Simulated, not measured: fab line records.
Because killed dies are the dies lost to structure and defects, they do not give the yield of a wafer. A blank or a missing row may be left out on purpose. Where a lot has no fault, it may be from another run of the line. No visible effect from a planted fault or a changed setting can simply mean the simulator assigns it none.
What tool caused it? -- flow gf180mcu -- 33 wafers from 11 lots sampled at 5 of the route's 602 steps

WHAT THE GAUGES READ, wafer by wafer
GF_M1_RS_MEAS_05: uses a four-point probe to measure. Usual: M1_ALCU_RS 0.0697 ohm/sq, standard deviation 0.00077.
lot,measured,on,M1_ALCU_RS (ohm/sq),flag
L697,day 16 23:01,film metro-01,0.0685 0.0691 0.0694,
L698,day 17 08:41,film metro-01,0.0696 0.0695 0.0693,
L699,day 17 18:31,film metro-01,0.0710 0.0711 0.0708,
L700,day 18 10:56,film metro-01,0.0687 0.0683 0.0683,
L703,day 19 16:23,film metro-02,0.0699 0.0700 0.0694,
L706,day 20 18:55,film metro-03,0.0704 0.0697 0.0700,
L707,day 21 04:58,film metro-01,0.0699 0.0692 0.0693,
L708,day 21 18:12,film metro-01,0.0687 0.0683 0.0686,
L714,day 23 07:46,film metro-01,0.0704 0.0704 0.0710,
L715,day 23 17:44,film metro-01,0.0695 0.0697 0.0694,
L716,day 24 07:51,film metro-03,0.0699 0.0701 0.0696,

GF_V1_THK_MEAS_01. Usual: V1_CVD_00_THK 604 nm, standard deviation 6.6.
lot,measured,on,V1_CVD_00_THK (nm),flag
L697,day 17 23:00,film metro-01,603 607 603,
L698,day 18 08:10,film metro-01,603 609 606,
L699,day 18 18:53,film metro-02,618 621 614,
L700,day 19 10:58,film metro-04,601 599 606,
L703,day 20 17:19,film metro-01,603 605 613,
L706,day 21 19:22,film metro-01,602 603 600,
L707,day 22 05:43,film metro-02,609 610 607,
L708,day 22 18:16,film metro-01,598 599 603,
L714,day 24 06:58,film metro-01,609 604 599,
L715,day 24 16:31,film metro-01,602 603 599,
L716,day 25 06:28,film metro-02,606 605 600,

GF_V1_THK_MEAS_03. Usual: V1_CVD_02_THK 855 nm, standard deviation 12.
lot,measured,on,V1_CVD_02_THK (nm),flag
L697,day 17 23:08,film metro-04,844 847 863,
L698,day 18 08:17,film metro-04,850 836 866,
L699,day 18 19:01,film metro-01,838 848 860,
L700,day 19 11:06,film metro-01,840 866 850,
L703,day 20 17:26,film metro-02,852 856 873,
L706,day 21 19:30,film metro-01,832 946 882,
L707,day 22 05:50,film metro-01,823 950 836,
L708,day 22 18:24,film metro-02,841 843 864,
L714,day 24 07:05,film metro-04,869 855 889,
L715,day 24 16:38,film metro-04,846 855 870,
L716,day 25 06:35,film metro-01,854 877 857,

EACH LOT AND THE TOOL THAT RAN IT (in order: tool; ch and the chambers of the sampled wafers; start)
lot,GF_M1_METAL_ETCH_16,GF_V1_CVD_02
L697,"rie metal-03 ch 1, day 17 22:14","pecvd-04 ch 0,1,2, day 17 23:04"
L698,"rie metal-03 ch 0,1, day 18 07:25","pecvd-04 ch 0,1,2, day 18 08:13"
L699,"rie metal-01 ch 0,1, day 18 18:09","pecvd-04 ch 0,2, day 18 18:56"
L700,"rie metal-01 ch 0, day 19 10:12","pecvd-03 ch 0,2, day 19 11:01"
L703,"rie metal-04 ch 0,1, day 20 16:34","pecvd-03 ch 0,2, day 20 17:22"
L706,"rie metal-03 ch 0,1, day 21 18:38","pecvd-04 ch 0,1,2, day 21 19:26"
L707,"rie metal-04 ch 0,1, day 22 04:57","pecvd-04 ch 1,2, day 22 05:46"
L708,"rie metal-03 ch 0,1, day 22 17:32","pecvd-02 ch 0,2, day 22 18:20"
L714,"rie metal-03 ch 0,1, day 24 06:11","pecvd-03 ch 0,2, day 24 07:01"
L715,"rie metal-04 ch 0,1, day 24 15:46","pecvd-03 ch 1,2, day 24 16:34"
L716,"rie metal-04 ch 0,1, day 25 05:42","pecvd-03 ch 1,2, day 25 06:30"
- GF_M1_METAL_ETCH_16: etches the open film in Cl2/BCl3, stops on SiO2, target depth 750.8 nm, time 125.1 s.
- GF_V1_CVD_02: deposits SiO2 from TEOS, target thk 850 nm, time 94.851 s.

WHAT THE TOOLS THEMSELVES READ (means of the sampled wafers that have a number; where no wafer has one, the mark that the record gives instead)
GF_M1_METAL_ETCH_16. Usual: drypump motor current A 5.7 A, standard deviation 0.45; oes product au 0.990 a.u., standard deviation 0.0054; rf fwd power W 796.1 W, standard deviation 2.5; throttle valve pct 28.230 %, standard deviation 0.0096.
lot,tool,drypump motor current A (A),oes product au (a.u.),rf fwd power W (W),throttle valve pct (%),flag
L697,rie metal-03,5.8,0.992,795.7,28.229,
L698,rie metal-03,5.8,0.992,796.1,28.233,
L699,rie metal-01,6.1,0.990,793.2,28.227,
L700,rie metal-01,5.9,0.992,795.0,28.231,
L703,rie metal-04,5.5,0.991,795.5,28.236,
L706,rie metal-03,5.8,0.987,791.3,28.236,
L707,rie metal-04,5.2,0.997,796.0,28.232,
L708,rie metal-03,5.8,0.988,795.2,28.225,
L714,rie metal-03,5.8,0.988,794.6,28.227,
L715,rie metal-04,5.5,0.984,794.8,28.229,
L716,rie metal-04,5.2,0.992,797.2,28.233,

GF_V1_CVD_02. Usual: heater power w 598 W, standard deviation 110; rf fwd power W 596.6 W, standard deviation 1.9.
lot,tool,heater power w (W),rf fwd power W (W),flag
L697,pecvd-04,668,596.4,
L698,pecvd-04,677,596.6,
L699,pecvd-04,692,597.3,
L700,pecvd-03,531,597.9,
L703,pecvd-03,569,599.1,
L706,pecvd-04,633,677.2,OFF
L707,pecvd-04,565,676.6,OFF
L708,pecvd-02,609,597.0,
L714,pecvd-03,547,597.9,
L715,pecvd-03,485,596.6,
L716,pecvd-03,462,595.9,

THE ANSWER, worked out from the rows above alone
Rule: a lot is off if the mean of its wafers that have a number lies more than 3 standard deviations from the usual mean. Also off: a lot with no number at a reading for which 4 or more lots have one. Where the step has rows for the other lots, those lots are counted as sound. After the gauges, taken in route order, come the tools' own readings; for these a lot's mean is taken, as printed above. The first step at which some lot is off is used, and at that step the reading that is off furthest; a lot without a number counts as furthest.
Off, at GF_V1_CVD_02 on rf fwd power W: L706, L707.
If a tool, at that step or one of the process steps before it, ran each lot that is off and ran no sound lot following the first of them, it fits. One candidate fits, namely pecvd-04 at GF_V1_CVD_02. Its last sound lot is L699 (day 18 18:56), its first lot that is off L706 (day 21 19:26): a fault that began between those two fits.
On the lots that are off, the tool's own readings at GF_V1_CVD_02 differ by more than 5 times the standard deviation of the sound lots' means, which bears it out; rf fwd power W reads 676.9 W there versus 597.2 W on the sound lots.

WHAT THE SIMULATOR HAD PUT IN
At GF_V1_CVD_02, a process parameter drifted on pecvd-04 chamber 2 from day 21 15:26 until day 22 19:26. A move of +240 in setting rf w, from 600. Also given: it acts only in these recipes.
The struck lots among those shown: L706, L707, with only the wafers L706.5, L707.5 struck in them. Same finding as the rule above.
